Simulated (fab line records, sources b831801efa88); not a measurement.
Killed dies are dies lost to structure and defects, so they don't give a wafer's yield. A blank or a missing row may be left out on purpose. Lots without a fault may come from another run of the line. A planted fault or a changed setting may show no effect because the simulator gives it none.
Which tool did it? | flow gf180mcu | 13 lots, 39 wafers sampled, at 3 steps of a route of 602

WHAT THE GAUGES READ, wafer by wafer
GF_V1_THK_MEAS_25: measures by xrf.
lot  | measured     | on            | V1_W_THK (nm)
L667 | day 18 01:14 | film_metro-01 | 349 350 355
L668 | day 18 12:40 | film_metro-04 | 352 360 352
L669 | day 18 16:34 | film_metro-02 | 357 348 350
L671 | day 19 22:17 | film_metro-02 | 354 358 360
L673 | day 20 08:13 | film_metro-01 | 341 337 343
L676 | day 21 13:13 | film_metro-04 | 342 343 342
L682 | day 23 20:54 | film_metro-01 | 347 345 348
L683 | day 24 05:44 | film_metro-04 | 343 348 344
L685 | day 24 18:31 | film_metro-01 | 349 350 347
L686 | day 24 23:03 | film_metro-04 | 342 340 348
L687 | day 25 07:46 | film_metro-04 | 347 345 346
L688 | day 25 12:44 | film_metro-02 | 355 354 348
L689 | day 25 19:16 | film_metro-02 | 349 355 350

WHICH TOOL RAN EACH LOT (tool, then ch and the chambers of the sampled wafers, then the start)
lot  | GF_HV_LDD_CVD_56            | GF_M1_SPUTTER_04
L667 | lpcvd-02 ch 0, day 12 09:59 | pvd_sputter-01, day 16 01:14
L668 | lpcvd-02 ch 1, day 12 19:09 | pvd_sputter-03, day 16 11:55
L669 | lpcvd-01 ch 1, day 12 21:56 | pvd_sputter-03, day 16 15:50
L671 | lpcvd-02 ch 1, day 13 15:59 | pvd_sputter-01, day 17 11:11
L673 | lpcvd-02 ch 0, day 14 08:48 | pvd_sputter-01, day 18 06:00
L676 | lpcvd-01 ch 1, day 15 10:34 | pvd_sputter-03, day 19 10:55
L682 | lpcvd-01 ch 1, day 17 15:11 | pvd_sputter-02, day 21 20:14
L683 | lpcvd-02 ch 0, day 18 00:38 | pvd_sputter-01, day 22 06:07
L685 | lpcvd-02 ch 1, day 18 12:57 | pvd_sputter-01, day 22 18:22
L686 | lpcvd-02 ch 1, day 18 18:29 | pvd_sputter-01, day 22 23:28
L687 | lpcvd-02 ch 1, day 19 04:02 | pvd_sputter-03, day 23 09:23
L688 | lpcvd-01 ch 1, day 19 07:58 | pvd_sputter-03, day 23 13:41
L689 | lpcvd-02 ch 0, day 19 16:11 | pvd_sputter-02, day 23 21:00
- GF_HV_LDD_CVD_56: deposits Si3N4 from DCS/NH3, target thk 90 nm, time 1543 s.
- GF_M1_SPUTTER_04: material TiN, target thk 50 nm, time 41.7 s.

WHAT THE TOOLS THEMSELVES READ (means of the sampled wafers that have a number; where no wafer has one, the mark that the record gives instead)
GF_HV_LDD_CVD_56.
lot  | tool     | susceptor_temp_C (C) | zone_power_centre_pct (%)
L667 | lpcvd-02 | 769.97               | 12.0
L668 | lpcvd-02 | 770.18               | 15.5
L669 | lpcvd-01 | 770.15               | 13.1
L671 | lpcvd-02 | 770.18               | 15.5
L673 | lpcvd-02 | 772.06               | 12.1
L676 | lpcvd-01 | 770.33               | 13.1
L682 | lpcvd-01 | 769.73               | 13.1
L683 | lpcvd-02 | 769.72               | 12.2
L685 | lpcvd-02 | 769.95               | 15.6
L686 | lpcvd-02 | 770.20               | 15.5
L687 | lpcvd-02 | 770.25               | 15.5
L688 | lpcvd-01 | 770.10               | 13.2
L689 | lpcvd-02 | 770.01               | 12.1

GF_M1_SPUTTER_04.
lot  | tool           | throttle_valve_pct (%)
L667 | pvd_sputter-01 | 31.0
L668 | pvd_sputter-03 | 30.3
L669 | pvd_sputter-03 | 30.1
L671 | pvd_sputter-01 | 30.1
L673 | pvd_sputter-01 | 29.2
L676 | pvd_sputter-03 | 30.3
L682 | pvd_sputter-02 | 30.0
L683 | pvd_sputter-01 | 30.8
L685 | pvd_sputter-01 | 30.2
L686 | pvd_sputter-01 | 30.0
L687 | pvd_sputter-03 | 29.9
L688 | pvd_sputter-03 | 30.8
L689 | pvd_sputter-02 | 29.3

THE ANSWER, worked out from the rows above alone
Rule: what is usual is taken from the lots themselves. Put in order of their means at a reading, lots are off if they are a third of the lots or fewer, leave a main group of 4 or more, and stand apart from it by a gap of 3 or more times the standard deviation of the main group's means; of several such gaps the widest counts. A main group whose means are all the same, to the digits that the tables above print for the reading, isn't used. A lot without any number at a reading at which 4 lots or more have one is off too. The other lots that the step has rows for count as sound. The gauges are gone through in route order, then the tools' own readings, and for those a lot's mean is taken as printed above. The first step at which some lot is off is used, and at that step the reading that is off furthest; a lot without a number counts as furthest.
Off: L673, at GF_HV_LDD_CVD_56 (susceptor_temp_C). The main group: mean 770.06 C, standard deviation 0.19.
A tool fits if, at that step or a process step before it, it ran every lot that is off, and no sound lot after the first of them. None of those tried fits.

WHAT THE SIMULATOR HAD PUT IN
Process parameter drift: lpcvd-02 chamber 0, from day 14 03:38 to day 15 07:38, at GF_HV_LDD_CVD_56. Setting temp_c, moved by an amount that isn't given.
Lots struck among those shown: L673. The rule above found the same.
